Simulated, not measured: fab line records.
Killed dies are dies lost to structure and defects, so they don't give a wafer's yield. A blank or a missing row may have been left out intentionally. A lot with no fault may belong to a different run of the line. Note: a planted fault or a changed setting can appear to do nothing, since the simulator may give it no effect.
What tool caused it? | flow sky130 | 13 lots, 39 wafers sampled, at 1 step of a route of 708

== WHAT THE GAUGES READ, wafer by wafer ==
SKY_METAL2_OVL_MEAS_16. Usual: METAL2_OVL -1 nm, standard deviation 6.1.
lot  | measured     | on         | METAL2_OVL (nm) | flag
L993 | day 35 08:19 | overlay-01 | -2 10 1         | 
L994 | day 36 02:49 | overlay-02 | 11 5 -4         | 
L102 | day 38 18:25 | overlay-02 | 6 12 4          | 
L104 | day 38 19:37 | overlay-01 | 9 -2 0          | 
L105 | day 39 03:31 | overlay-01 | 0 -1 9          | 
L106 | day 39 06:53 | overlay-02 | 4 2 1           | 
L107 | day 39 15:19 | overlay-02 | -7 -9 -6        | 
L108 | day 40 02:07 | overlay-02 | 6 0 4           | 
L109 | day 40 07:16 | overlay-01 | -10 -15 0       | 
L110 | day 40 16:16 | overlay-01 | -15 -6 6        | 
L111 | day 40 21:10 | overlay-02 | 4 14 4          | 
L112 | day 41 00:17 | overlay-01 | -5 -7 -3        | 
L115 | day 41 20:13 | overlay-02 | -6 3 -10        | 

== WHAT TOOL EACH LOT RAN ON (gives the tool, then ch and the chambers of the sampled wafers, and finally the start) ==
The record shows no process step preceding these readings.

== AS READ BY THE TOOLS THEMSELVES (means over the sampled wafers that have a number; for cases with no such wafer, the mark the record gives instead) ==
The record holds no such reading with a usual standard deviation.

== THE ANSWER, worked out from the rows above alone ==
Rule: take the mean of a lot's wafers that have a number; if it is more than 3 standard deviations from the usual mean, the lot is off. A lot without any number at a reading at which 4 lots or more have one is off too. Any other lot the step has rows for is counted as sound. The gauges are gone through in route order, then the tools' own readings, and for those a lot's mean is taken as printed above. The first step at which some lot is off is used, and at that step the reading that is off furthest; a lot without a number counts as furthest.
None of the lots is off at any reading shown; this tells nothing.

== WHAT THE SIMULATOR HAD INSERTED ==
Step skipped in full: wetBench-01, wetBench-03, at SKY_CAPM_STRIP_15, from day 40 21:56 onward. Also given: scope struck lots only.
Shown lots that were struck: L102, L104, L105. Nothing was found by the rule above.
